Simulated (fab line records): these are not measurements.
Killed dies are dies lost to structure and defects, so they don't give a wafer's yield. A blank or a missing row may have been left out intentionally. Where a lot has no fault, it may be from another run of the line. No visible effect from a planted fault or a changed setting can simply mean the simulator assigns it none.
A lot that was struck, set against a sound lot -- flow sky130 -- 36 out of 708 route steps
Sound: these wafers, L613.1, L613.3, L613.6. The struck wafers were L616.1, L616.2, L616.4. The cause comes at the end.
At each step with rows: each side's tool, then ch and its chambers, then its first start. Under that, the readings that differ: sound wafers -- struck wafers -- difference of the means -- sigmas: that difference in standard deviations of wafers without a fault.
alike: same words and numbers on both sides, and readings whose means sit less than 2 such deviations apart. not compared: any withheld reading, any reading some wafer has no value for, any bound like >300 that may hide the same value, and any number with overlapping values for which the record gives no deviation.
Wherever a step has rows on one side only, a row that says differs or no value, or a row with sigmas, the two part there. Non-overlapping numbers with no deviation appear without sigmas and do not part them. A reading that every wafer of one side lacks parts them only if that side has two wafers or more.

first, 10 steps without rows for these wafers: SKY_GATE_OXIDE_COAT_05 (resist thk 1140 nm); SKY_GATE_OXIDE_SOFTBAKE_06 (time 60 s); SKY_GATE_OXIDE_EXPOSE_07 (exposes mask LVOM, target cd 600 nm); SKY_GATE_OXIDE_PEB_08; SKY_GATE_OXIDE_DEVELOP_09 (develop time 60 s); SKY_GATE_OXIDE_IMPLANT_11; SKY_GATE_OXIDE_WET_ETCH_12 (etches SiO2 in dHF, target depth 16.8 nm, time 336 s); SKY_GATE_OXIDE_STRIP_13 (strips in O2/N2); SKY_GATE_OXIDE_CLEAN_15 (cleans in SC1/SC2, time 150 s); SKY_GATE_OXIDE_OXIDATION_16 (stabilise 600 s, purge 300 s, target thk 3.57 nm).
SKY_POLY_GATE_CVD_00: deposits poly-Si, target thk 180 nm, time 720 s.
  sound on lpcvd-01 ch 1, day 16 20:29; struck on lpcvd-01 ch 1, day 18 00:05
reading,sound,struck,difference,sigmas
spike tc bottom C (C),641.0 640.7 640.0,631.2 629.8 628.6,-10.7,-5
spike tc centre C (C),622.3 620.2 623.7,612.8 609.9 610.3,-11.1,-10
spike tc lower C (C),618.6 620.0 620.8,610.0 609.2 608.3,-10.6,-11
spike tc top C (C),633.1 634.7 632.4,624.2 622.4 623.3,-10.1,-7
spike tc upper C (C),623.2 621.2 621.6,610.2 612.1 609.5,-11.4,-11
zone power upper pct (%),8.48 8.56 8.53,8.40 8.17 8.14,-0.29,-3
model.poly-Si_of_POLY_GATE_CVD_00.thk nm (nm),180.7 179.9 181,135.9 136.5 136.8,-44.1,
  alike: pressure mtorr, zone power centre pct
SKY_POLY_GATE_THK_MEAS_01:
  sound: film metro-01 at day 16 21:41; struck: film metro-02 at day 18 01:17
reading,sound,struck,difference,sigmas
POLY_GATE_CVD_00_THK (nm),180.7 179.9 180.9,135.8 136.5 136.7,-44.2,-25
then, 9 steps without rows for these wafers: SKY_RES_PROTECT_DEHYDRATE_00 (time 60 s); SKY_RES_PROTECT_HMDS_01 (prime time 60 s); SKY_RES_PROTECT_COAT_02 (resist thk 1140 nm); SKY_RES_PROTECT_SOFTBAKE_03 (time 60 s); SKY_RES_PROTECT_EXPOSE_04 (exposes mask RPM, target cd 1270 nm); SKY_RES_PROTECT_PEB_05; SKY_RES_PROTECT_DEVELOP_06 (develop time 60 s); SKY_POLY_GATE_IMPLANT_02; SKY_RES_PROTECT_STRIP_07 (strips in O2/N2).
SKY_RES_PROTECT_CLEAN_09: cleans in SC1/SC2, time 150 s.
  sound on wet bench-04 ch 2, day 18 03:17; struck on wet bench-02 ch 2, day 19 07:23
reading,sound,struck,difference,sigmas
model.poly-Si_of_POLY_GATE_CVD_00.thk nm (nm),180.1 179.3 180.4,135.2 135.8 136.2,-44.2,
then, 11 steps without rows for these wafers: SKY_POLY_GATE_CVD_03 (deposits Si3N4 from DCS/NH3, target thk 75 nm, time 1290 s); SKY_POLY_GATE_DEHYDRATE_05 (time 60 s); SKY_POLY_GATE_HMDS_06 (prime time 60 s); SKY_POLY_GATE_COAT_07 (resist thk 110 nm); SKY_POLY_GATE_COAT_08 (resist thk 450 nm); SKY_POLY_GATE_SOFTBAKE_09 (time 90 s); SKY_POLY_GATE_EXPOSE_10 (exposes mask P1M, target cd 150 nm); SKY_POLY_GATE_PEB_11; SKY_POLY_GATE_DEVELOP_12 (develop time 60 s); SKY_POLY_GATE_ETCH_15 (etches BARC in N2/H2, stops on SiO2, time 118.5 s, target depth 110 nm); SKY_POLY_GATE_ETCH_16 (etches Si3N4 in CH3F/O2, stops on poly-Si, time 147.5 s, target depth 75 nm).
SKY_POLY_GATE_ETCH_17: etches poly-Si in HBr/Cl2, stops on SiO2, target depth 180 nm, time 70.5 s.
  sound on rie si-01 ch 2,3, day 19 13:02; struck on rie si-01 ch 0,1,3, day 20 17:22
reading,sound,struck,difference,sigmas
oes product au (a.u.),0.980 0.984 0.983,0.821 0.819 0.825,-0.161,-25
model.POLY_GATE.feature depth nm (nm),179 178.2 179.1,135.2 135.8 136.2,-43.0,
model.etch.depth nm (nm),179 178.2 179.1,135.2 135.8 136.2,-43.0,
  alike: HBr_flow_sccm, drypump motor current A, throttle valve pct
  not compared: rf hours counter h
then, 1 step without rows for these wafers: SKY_POLY_GATE_STRIP_18 (strips in O2/N2).
-- the record jumps here: 28 days lie between the struck wafers' starts before and after (it left off in module POLY_GATE and takes up again in module PAD_OPEN, whose first step shown is number 708 of the route) --
SKY_PAD_OPEN_PROBE_99:
  sound: prober-01 at day 48 00:14; struck: prober-02 at day 48 17:57
reading,sound,struck,difference,sigmas
model.etest.res high po.line ohm um,737.5 741.5 748.4,954.5 939.8 926.9,+197.9,
model.etest.res poly.line ohm um,500.4 507.9 494.2,666 649.1 658,+157,
model.etest.tip sonos.rs ohm sq,2590 2592 2580,2531 2530 2535,-55,
model.etest.res high po.rs ohm sq,259.2 260.8 260.9,332.8 330.8 330.8,+71.2,
model.etest.res poly.rs ohm sq,47.4 48.15 47.85,62.87 62.04 61.47,+14.33,
model.etest.cap li to poly.c af um2,99.92 100.2 101.4,87.91 88.74 87.93,-12.31,
  alike: killed_at_M0_to_M3, killed_at_M4_up, killed at contacts, killed at front end, killed at other, killed dies, killed open, killed short

WHERE THEY PART
Earliest at SKY_POLY_GATE_CVD_00; latest, in this record, at SKY_POLY_GATE_ETCH_17. Later steps at which nothing parts them and some readings are alike: SKY_PAD_OPEN_PROBE_99.

WHY: whatever the simulator had introduced
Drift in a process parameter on lpcvd-01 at SKY_POLY_GATE_CVD_00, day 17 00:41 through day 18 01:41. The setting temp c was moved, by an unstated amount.
